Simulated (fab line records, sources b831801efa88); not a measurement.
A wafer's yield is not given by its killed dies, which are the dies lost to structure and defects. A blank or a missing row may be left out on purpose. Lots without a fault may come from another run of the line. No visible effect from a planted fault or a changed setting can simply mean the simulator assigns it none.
What tool caused it? | flow sky130 | Sampling: 12 lots, 36 wafers, 4 of 708 route steps

WHAT THE GAUGES READ, wafer by wafer
No reading from a measuring or inspecting step in the record can be judged against a usual standard deviation.

WHAT TOOL EACH LOT RAN ON (gives the tool, then ch and the chambers of the sampled wafers, and finally the start)
lot  | SKY_SONOS_ONO_STRIP_17               | SKY_LDD_HVN_EXPOSE_04               | SKY_POLY_CUT_ETCH_10               | SKY_SD_P_STRIP_10
L463 | plasma-asher-04 ch 0,1, day 13 12:26 | iline-stepper-02 ch 0, day 20 16:13 | rie-diel-03 ch 0,1,2, day 25 03:54 | plasma-asher-02 ch 0,1, day 26 09:17
L465 | plasma-asher-03 ch 0,1, day 13 20:53 | iline-stepper-02 ch 0, day 20 23:57 | rie-diel-02 ch 1,2,3, day 25 09:20 | plasma-asher-02 ch 0,1, day 26 14:11
L464 | plasma-asher-04 ch 0,1, day 13 21:23 | iline-stepper-01 ch 0, day 21 04:13 | rie-diel-02 ch 0,1, day 25 15:05   | plasma-asher-04 ch 0,1, day 26 20:22
L466 | plasma-asher-04 ch 0,1, day 14 11:33 | iline-stepper-02 ch 0, day 21 17:46 | rie-diel-03 ch 1,2,3, day 26 04:10 | plasma-asher-04 ch 0,1, day 27 09:41
L467 | plasma-asher-01 ch 0,1, day 14 23:53 | iline-stepper-02 ch 0, day 22 07:29 | rie-diel-03 ch 0,1,3, day 26 17:05 | plasma-asher-04 ch 0,1, day 27 22:19
L472 | plasma-asher-03 ch 0,1, day 16 16:02 | iline-stepper-02 ch 0, day 24 01:37 | rie-diel-03 ch 0,3, day 28 09:32   | plasma-asher-04 ch 0,1, day 29 13:56
L473 | plasma-asher-01 ch 0,1, day 16 19:47 | iline-stepper-02 ch 0, day 24 06:05 | rie-diel-01 ch 0,3, day 28 11:54   | plasma-asher-02 ch 0,1, day 29 16:26
L478 | plasma-asher-04 ch 0,1, day 18 14:24 | iline-stepper-02 ch 0, day 25 22:26 | rie-diel-03 ch 0,1,2, day 30 05:09 | plasma-asher-01 ch 0,1, day 31 08:28
L479 | plasma-asher-04 ch 0,1, day 18 20:57 | iline-stepper-01 ch 0, day 26 05:53 | rie-diel-03 ch 1,2, day 30 11:16   | plasma-asher-04 ch 0,1, day 31 15:38
L480 | plasma-asher-04 ch 0,1, day 19 06:59 | iline-stepper-01 ch 0, day 26 16:00 | rie-diel-03 ch 0,1,2, day 31 00:59 | plasma-asher-01 ch 0,1, day 32 05:35
L482 | plasma-asher-03 ch 0,1, day 20 02:32 | iline-stepper-02 ch 0, day 27 07:22 | rie-diel-02 ch 0,1, day 31 10:34   | plasma-asher-01 ch 0,1, day 32 14:06
L481 | plasma-asher-04 ch 0,1, day 20 03:54 | iline-stepper-02 ch 0, day 27 09:08 | rie-diel-01 ch 0,1,3, day 31 14:38 | plasma-asher-04 ch 0,1, day 32 18:18
- SKY_SONOS_ONO_STRIP_17: strips in O2/N2.
- SKY_LDD_HVN_EXPOSE_04: exposes mask HVNTM, target cd 700 nm.
- SKY_POLY_CUT_ETCH_10: etches BARC in N2/H2, stops on SiO2, time 45.9 s, target depth 60 nm.
- SKY_SD_P_STRIP_10: strips in O2/N2.

WHAT THE TOOLS THEMSELVES READ (means of the sampled wafers that have a number; where no wafer has one, the mark that the record gives instead)
SKY_SONOS_ONO_STRIP_17. Usual: drypump-motor-current-A 5.5 A, standard deviation 0.37; oes-product-au 0.710 a.u., standard deviation 0.0047; strip-time-to-endpoint-s 14.09 s, standard deviation 0.039.
lot  | tool            | drypump-motor-current-A (A) | oes-product-au (a.u.) | strip-time-to-endpoint-s (s) | flag
L463 | plasma-asher-04 | 5.2                         | 0.713                 | 14.08                        |
L465 | plasma-asher-03 | 5.8                         | 0.707                 | 14.08                        |
L464 | plasma-asher-04 | 5.2                         | 0.711                 | 14.09                        |
L466 | plasma-asher-04 | 5.1                         | 0.707                 | 14.15                        |
L467 | plasma-asher-01 | 5.8                         | 0.708                 | 14.12                        |
L472 | plasma-asher-03 | 5.8                         | 0.711                 | 14.04                        |
L473 | plasma-asher-01 | 5.8                         | 0.708                 | 14.06                        |
L478 | plasma-asher-04 | 5.2                         | 0.713                 | 14.07                        |
L479 | plasma-asher-04 | 5.1                         | 0.711                 | 14.04                        |
L480 | plasma-asher-04 | 5.2                         | 0.711                 | 14.05                        |
L482 | plasma-asher-03 | 5.8                         | 0.712                 | 14.08                        |
L481 | plasma-asher-04 | 5.1                         | 0.710                 | 14.06                        |

SKY_LDD_HVN_EXPOSE_04. Usual: stage-vel-mm-s 500.01 mm/s, standard deviation 0.28.
lot  | tool             | stage-vel-mm-s (mm/s) | flag
L463 | iline-stepper-02 | 500.21                |
L465 | iline-stepper-02 | 500.44                |
L464 | iline-stepper-01 | 499.97                |
L466 | iline-stepper-02 | 500.14                |
L467 | iline-stepper-02 | 499.68                |
L472 | iline-stepper-02 | 499.99                |
L473 | iline-stepper-02 | 499.62                |
L478 | iline-stepper-02 | 500.09                |
L479 | iline-stepper-01 | 499.98                |
L480 | iline-stepper-01 | 499.80                |
L482 | iline-stepper-02 | 500.20                |
L481 | iline-stepper-02 | 499.97                |

SKY_POLY_CUT_ETCH_10. Usual: bias-w 100.01 W, standard deviation 0.26; drypump-motor-current-A 5.7 A, standard deviation 0.51; oes-product-au 0.854 a.u., standard deviation 0.0052; throttle-valve-pct 13.224 %, standard deviation 0.0093.
lot  | tool        | bias-w (W) | drypump-motor-current-A (A) | oes-product-au (a.u.) | throttle-valve-pct (%) | flag
L463 | rie-diel-03 | 100.07     | 5.9                         | 0.851                 | 13.225                 |
L465 | rie-diel-02 | 99.99      | 5.9                         | 0.850                 | 13.220                 |
L464 | rie-diel-02 | 99.82      | 5.6                         | 0.853                 | 13.226                 |
L466 | rie-diel-03 | 99.65      | 5.7                         | 0.856                 | 13.223                 |
L467 | rie-diel-03 | 99.89      | 5.4                         | 0.856                 | 13.221                 |
L472 | rie-diel-03 | 99.89      | 5.3                         | 0.854                 | 13.222                 |
L473 | rie-diel-01 | 99.99      | 6.1                         | 0.853                 | 13.227                 |
L478 | rie-diel-03 | 99.80      | 6.0                         | 0.854                 | 13.220                 |
L479 | rie-diel-03 | 100.33     | 6.2                         | 0.850                 | 13.227                 |
L480 | rie-diel-03 | 100.15     | 6.0                         | 0.860                 | 13.220                 |
L482 | rie-diel-02 | 100.08     | 5.3                         | 0.858                 | 13.216                 |
L481 | rie-diel-01 | 99.97      | 5.9                         | 0.846                 | 13.215                 |

SKY_SD_P_STRIP_10. Usual: drypump-motor-current-A 5.5 A, standard deviation 0.34; oes-product-au 0.617 a.u., standard deviation 0.0045; strip-time-to-endpoint-s 17.49 s, standard deviation 0.041.
lot  | tool            | drypump-motor-current-A (A) | oes-product-au (a.u.) | strip-time-to-endpoint-s (s) | flag
L463 | plasma-asher-02 | 5.6                         | 0.617                 | 17.51                        |
L465 | plasma-asher-02 | 5.7                         | 0.615                 | 17.46                        |
L464 | plasma-asher-04 | 5.1                         | 0.618                 | 17.54                        |
L466 | plasma-asher-04 | 5.2                         | 0.621                 | 17.51                        |
L467 | plasma-asher-04 | 5.2                         | 0.618                 | 17.51                        |
L472 | plasma-asher-04 | 5.1                         | 0.618                 | 17.54                        |
L473 | plasma-asher-02 | 5.7                         | 0.621                 | 17.49                        |
L478 | plasma-asher-01 | 5.6                         | 0.618                 | 17.46                        |
L479 | plasma-asher-04 | 5.2                         | 0.618                 | 17.50                        |
L480 | plasma-asher-01 | 5.6                         | 0.614                 | 17.42                        |
L482 | plasma-asher-01 | 5.7                         | 0.615                 | 17.45                        |
L481 | plasma-asher-04 | 5.1                         | 0.619                 | 17.53                        |

THE ANSWER, worked out from the rows above alone
Rule: take the mean of a lot's wafers that have a number; if it is more than 3 standard deviations from the usual mean, the lot is off. A lot without any number at a reading at which 4 lots or more have one is off too. Where the step has rows for the other lots, those lots are counted as sound. After the gauges, taken in route order, come the tools' own readings; for these a lot's mean is taken, as printed above. At the first step where some lot is off, the reading lying furthest off is the one used; lots without a number count as furthest.
None of the lots is off at any reading shown; this tells nothing.

WHAT THE SIMULATOR PUT IN
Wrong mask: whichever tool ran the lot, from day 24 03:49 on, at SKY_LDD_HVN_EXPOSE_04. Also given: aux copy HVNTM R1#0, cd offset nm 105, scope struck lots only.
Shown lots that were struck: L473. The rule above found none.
